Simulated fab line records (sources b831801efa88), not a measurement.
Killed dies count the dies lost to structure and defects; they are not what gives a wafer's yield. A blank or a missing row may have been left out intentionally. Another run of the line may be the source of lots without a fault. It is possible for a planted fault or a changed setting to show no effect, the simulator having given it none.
8D (eight disciplines) problem report, filled in by code ; flow sky130 ; the parts of the form that need people (team, actions taken, sign-off) are left out

== 1. PROBLEM STATEMENT ==
Across 9 wafers from 3 lots, VIA4_HDPCVD_THK at SKY_VIA4_THK_MEAS_01 averages 1273 nm, while fault-free wafers read 1737 nm with a standard deviation of 19. That is -24 standard deviations from the usual mean.
Seen first at day 43 06:25 on film_metro-04, wafer L201.2. The record has a number at this step for 36 wafers belonging to 12 lots. The rule behind "out" and "out of limits": a value lying over 4 standard deviations away from the usual mean. Any other wafer with a number is counted as sound.

== 2. WHAT IT IS AND WHAT IT IS NOT ==
question;is;is not
which readings at this step;VIA4_HDPCVD_THK;-
which lots;L201, L203, L204;L209, L213, L214, L215, L216, L217, L218, L219, L220
which wafers of those lots;all that have a number;-
read on which gauges;film_metro-03, film_metro-04;film_metro-01
when;from day 43 06:25;"up to then (0 sound wafers); but 27 sound wafers of L209, L213, L214, L215, L216, L217, L218, L219, L220 came after"

== 3. WHAT RULES OUT EACH SUSPECT ==
Counting: a tool at a process step up to the reading stays a suspect if it ran every lot that is out and no sound lot after the first of them.
- the gauge at SKY_VIA4_THK_MEAS_01 is ruled out. Those wafers that are out were read across 2 gauges (film_metro-03, film_metro-04).
- hdpcvd-02 at SKY_VIA4_HDPCVD_00 (deposits SiO2, target thk 1750 nm, time 291.7 s): ruled out as a lasting fault. The sound lots L215, L216, L220 went through it after L201, its earliest lot that is out (day 43 06:14).
Left after counting: nothing in the record.

== 4. THE CAUSE (what the simulator had put in) ==
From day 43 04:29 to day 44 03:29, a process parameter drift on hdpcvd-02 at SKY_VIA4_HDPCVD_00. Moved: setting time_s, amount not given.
It was ruled out by counting, in error; the rule expects a fault to strike all lots run on its tool from its start on, and this fault did not.

== 5. SEQUENCE OF EFFECTS, ordered by route ==
Each row: a reading whose mean over the struck wafers that have a number lies more than 3 standard deviations from the usual. Scope: only readings with a usual standard deviation given in the record; hours: median across lots of the time from each lot's start at the first step in this table that gives one to its start at this step; sigmas: change in usual standard deviations.
hours;step;reading;usual;on struck wafers;change;sigmas
0;SKY_VIA4_HDPCVD_00;run_length_s;319.5 s;242.1;-77.4;-99 or more
0;SKY_VIA4_THK_MEAS_01;VIA4_HDPCVD_THK;1737 nm;1273;-464;-24
The process steps in it:
- SKY_VIA4_HDPCVD_00: deposits SiO2, target thk 1750 nm, time 291.7 s.

== 6. HOW IT WOULD HAVE BEEN CAUGHT EARLIER ==
The first out-of-limits reading at a measuring or inspecting step in this record came at day 43 06:25, 2 hours after the fault's start at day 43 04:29.
Tool's own readings at SKY_VIA4_HDPCVD_00, run_length_s: out on all struck wafers the step has rows for; an alarm limit on them would have tripped on the first.
